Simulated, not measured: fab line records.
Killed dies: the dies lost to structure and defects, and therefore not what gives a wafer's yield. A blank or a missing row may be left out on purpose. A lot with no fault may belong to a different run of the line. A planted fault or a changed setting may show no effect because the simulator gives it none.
Chamber matching | flow gf180mcu | pecvd-02 running GF_SAB_CVD_00: 3 sister chambers
The step deposits SiO2 from TEOS, target thk 50 nm, time 4.9302 s. 16 wafers are shown with their chamber, then 8 later ones without.

## WAFERS, EACH WITH ITS CHAMBER
wafer  | chamber | heater_power_w (W) | susceptor_temp_C (C)
L735.1 | 2       | 769                | 400.05
L735.2 | 1       | 672                | 400.16
L735.3 | 0       | 715                | 399.85
L737.2 | 1       | 784                | 400.00
L737.5 | 1       | 626                | 400.00
L737.6 | 2       | 694                | 400.45
L739.3 | 0       | 664                | 400.31
L739.5 | 1       | 771                | 399.78
L739.6 | 0       | 654                | 399.56
L743.1 | 1       | 707                | 399.91
L743.2 | 2       | 685                | 399.94
L743.3 | 0       | 666                | 399.98
L748.3 | 2       | 735                | 399.92
L748.4 | 0       | 674                | 399.85
L748.6 | 2       | 745                | 399.91
L750.1 | 1       | 735                | 399.90

SIGNATURES, as means of the wafers listed above
reading          | chamber 0 | chamber 1 | chamber 2 | scatter within a chamber
heater_power_w   | 674.60    | 715.83    | 725.60    | 44.2
susceptor_temp_C | 399.9100  | 399.9583  | 400.0540  | 0.212
Rule: a wafer lies at a distance from a chamber equal to the root of the sum of squares, over the readings, of (its reading less the chamber's mean, divided by the reading's scatter). The wafer belongs to the nearest chamber; if the next one is less than 2 further off, it can't be placed. The scatter: take each reading less its chamber's mean, square it, sum over the shown wafers, divide by the number of wafers less the number of chambers, and take the root.

## WAFERS MISSING THEIR CHAMBER
wafer  | heater_power_w (W) | susceptor_temp_C (C)
L750.3 | 667                | 399.93
L750.4 | 629                | 399.86
L754.4 | 711                | 399.94
L754.5 | 644                | 400.02
L754.6 | 748                | 399.91
L755.1 | 713                | 399.95
L755.3 | 635                | 400.18
L755.6 | 635                | 399.97

## WHICH CHAMBER EACH WENT THROUGH
wafer  | from the rows above          | in truth
L750.3 | can't be placed: 0 or 1 or 2 | 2
L750.4 | can't be placed: 0 or 1 or 2 | 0
L754.4 | can't be placed: 1 or 2 or 0 | 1
L754.5 | can't be placed: 0 or 1 or 2 | 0
L754.6 | can't be placed: 1 or 2 or 0 | 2
L755.1 | can't be placed: 1 or 2 or 0 | 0
L755.3 | can't be placed: 0 or 1 or 2 | 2
L755.6 | can't be placed: 0 or 1 or 2 | 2
Placed correctly: 0 of 8. Unplaceable from these rows: 8, with the true chamber sitting among the candidates in 8. 0 placed wrongly.
